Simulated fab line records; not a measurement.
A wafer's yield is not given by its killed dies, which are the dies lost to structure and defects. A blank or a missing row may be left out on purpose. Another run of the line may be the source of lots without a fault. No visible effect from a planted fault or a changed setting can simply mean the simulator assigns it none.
Which tool was responsible? -- flow gf180mcu -- Sampling: 14 lots, 42 wafers, 3 of 602 route steps

== WHAT EACH GAUGE READ, for each wafer ==
GF_M5_CD_MEAS_07: target cd 280 nm. Usual: cd_nm at 279.4 nm, with a standard deviation of 1.2.
lot,measured,on,cd_nm (nm),flag
L518,day 26 15:11,cd_sem-02,279.2 279.0 279.4,
L519,day 27 01:07,cd_sem-02,278.2 279.3 278.9,
L522,day 27 18:47,cd_sem-01,280.7 279.4 279.1,
L523,day 28 02:03,cd_sem-02,281.1 278.8 279.1,
L524,day 28 14:41,cd_sem-02,280.7 280.0 280.2,
L526,day 29 01:07,cd_sem-01,278.8 278.1 278.4,
L528,day 29 09:46,cd_sem-02,279.0 278.1 279.1,
L527,day 29 10:07,cd_sem-01,282.6 280.9 282.2,
L529,day 29 20:30,cd_sem-02,279.9 279.7 280.1,
L534,day 31 04:45,cd_sem-01,280.7 280.9 281.1,
L535,day 31 10:40,cd_sem-02,278.1 280.9 280.4,
L536,day 31 18:43,cd_sem-01,277.9 278.3 278.7,
L540,day 32 12:03,cd_sem-01,279.3 277.7 278.1,
L541,day 32 17:49,cd_sem-01,279.5 277.8 279.1,

GF_V5_CD_MEAS_14: target cd 260 nm. Usual: cd_nm at 260.2 nm, with a standard deviation of 1.1.
lot,measured,on,cd_nm (nm),flag
L518,day 27 12:46,cd_sem-01,262.0 261.1 261.3,
L519,day 27 22:56,cd_sem-02,260.2 259.0 258.6,
L522,day 28 15:28,cd_sem-01,260.3 260.0 260.1,
L523,day 28 22:54,cd_sem-01,259.1 259.9 259.6,
L524,day 29 11:34,cd_sem-01,260.0 260.4 260.8,
L526,day 29 22:35,cd_sem-02,262.2 261.9 260.9,
L528,day 30 06:40,cd_sem-02,259.5 259.9 260.6,
L527,day 30 07:49,cd_sem-01,258.8 259.0 260.1,
L529,day 30 16:19,cd_sem-01,261.1 260.1 259.7,
L534,day 31 23:56,cd_sem-02,260.8 261.4 260.3,
L535,day 32 05:23,cd_sem-01,- - -,OFF
L536,day 32 12:29,cd_sem-01,- - -,OFF
L540,day 33 05:56,cd_sem-02,259.1 260.0 259.7,
L541,day 33 10:28,cd_sem-02,259.3 259.6 258.2,

== TOOL THAT RAN EACH LOT (tool first, then ch and the chambers of the sampled wafers, then the start) ==
lot,GF_V5_PEB_12
L518,"litho_track-01 ch 0, day 27 12:25"
L519,"litho_track-04 ch 0, day 27 22:35"
L522,"litho_track-03 ch 0, day 28 15:07"
L523,"litho_track-04 ch 0, day 28 22:35"
L524,"litho_track-04 ch 0, day 29 11:13"
L526,"litho_track-01 ch 0, day 29 22:14"
L528,"litho_track-03 ch 0, day 30 06:19"
L527,"litho_track-04 ch 0, day 30 07:28"
L529,"litho_track-04 ch 0, day 30 16:01"
L534,"litho_track-04 ch 0, day 31 23:35"
L535,"litho_track-04, day 32 05:02"
L536,"litho_track-01, day 32 12:08"
L540,"litho_track-04 ch 0, day 33 05:35"
L541,"litho_track-01 ch 0, day 33 10:09"
- GF_V5_PEB_12: peb time 90 s.

== WHAT THE TOOLS THEMSELVES READ (means of the sampled wafers that have a number; where no wafer has one, the mark that the record gives instead) ==
GF_V5_PEB_12. Usual: chill_plate_temp_C 22.99 C, standard deviation 0.1; exhaust_pa 44.8 Pa, standard deviation 0.77.
lot,tool,chill_plate_temp_C (C),exhaust_pa (Pa),flag
L518,litho_track-01,23.08,45.4,
L519,litho_track-04,23.10,43.9,
L522,litho_track-03,22.97,44.6,
L523,litho_track-04,23.01,45.2,
L524,litho_track-04,22.92,44.4,
L526,litho_track-01,23.04,45.9,
L528,litho_track-03,23.04,43.6,
L527,litho_track-04,23.08,44.9,
L529,litho_track-04,23.09,45.4,
L534,litho_track-04,23.02,45.1,
L535,litho_track-04,-,-,OFF
L536,litho_track-01,-,-,OFF
L540,litho_track-04,22.92,44.8,
L541,litho_track-01,22.94,44.2,

== THE ANSWER, worked out from the rows above alone ==
Rule: a lot is off if the mean of its wafers that have a number lies more than 3 standard deviations from the usual mean. A lot without any number at a reading at which 4 lots or more have one is off too. Where the step has rows for the other lots, those lots are counted as sound. Order of review: gauges by route order, followed by the tools' own readings, for which a lot's mean as printed above is used. At the first step where some lot is off, the reading lying furthest off is the one used; lots without a number count as furthest.
Off: L535, L536, at GF_V5_CD_MEAS_14 (cd_nm). Without a number there: L535, L536.
If a tool, at a process step before that reading, ran all the lots that are off and no sound lot after the first of them, it fits. Not tried: the gauges at GF_V5_CD_MEAS_14; whatever is off there is also off at GF_V5_PEB_12, on other tools, and gauge error can't account for it. None of those tried fits.

== WHAT HAD BEEN PUT IN BY THE SIMULATOR ==
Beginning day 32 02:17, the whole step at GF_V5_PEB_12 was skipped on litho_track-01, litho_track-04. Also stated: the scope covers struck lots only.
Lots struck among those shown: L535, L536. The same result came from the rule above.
